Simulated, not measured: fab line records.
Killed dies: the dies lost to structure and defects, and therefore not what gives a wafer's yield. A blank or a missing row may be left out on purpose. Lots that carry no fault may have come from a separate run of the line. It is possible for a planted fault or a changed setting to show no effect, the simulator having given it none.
Chamber matching / flow sky130 / 4 sister chambers for SKY_CONTACT_CMP_27 on cmp-01
The step polishes, stops on SiO2, t overpolish 15 s, target thk 0 nm. 4 wafers are shown with their chamber, then 7 later ones without.

== EACH WAFER AND ITS CHAMBER ==
wafer=L751.6; chamber=2; motor_current_A (A)=11.1
wafer=L754.2; chamber=0; motor_current_A (A)=13.4
wafer=L761.1; chamber=3; motor_current_A (A)=10.3
wafer=L761.3; chamber=1; motor_current_A (A)=11.6

== WAFERS MISSING THEIR CHAMBER ==
wafer=L761.5; motor_current_A (A)=10.1
wafer=L765.3; motor_current_A (A)=10.3
wafer=L765.4; motor_current_A (A)=13.3
wafer=L765.5; motor_current_A (A)=10.5
wafer=L766.1; motor_current_A (A)=11.3
wafer=L766.3; motor_current_A (A)=10.8
wafer=L766.5; motor_current_A (A)=10.6

== WHICH CHAMBER EACH ONE RAN IN ==
wafer=L761.5; from the rows above=3; in truth=3
wafer=L765.3; from the rows above=3; in truth=3
wafer=L765.4; from the rows above=0; in truth=0
wafer=L765.5; from the rows above=can't be placed: 3 or 2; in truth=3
wafer=L766.1; from the rows above=can't be placed: 2 or 1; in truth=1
wafer=L766.3; from the rows above=can't be placed: 2 or 3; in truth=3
wafer=L766.5; from the rows above=can't be placed: 3 or 2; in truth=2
Placed correctly: 3 of 7. From these rows, 4 cannot be placed; in 4 the true chamber is one of the candidates. Placed wrongly: 0.
How it was worked out, from the rows above alone: a wafer's distance from a chamber is the root of the sum, over the readings, of the square of ((its reading less the chamber's mean) divided by the reading's scatter). If the next closest chamber is less than 2 further off than the closest, the wafer can't be placed; otherwise it belongs to the closest. The mean given for a chamber averages the wafers shown for that chamber. The scatter: root of mean squared gap, hidden wafer to nearest shown wafer, with one shown wafer a chamber.
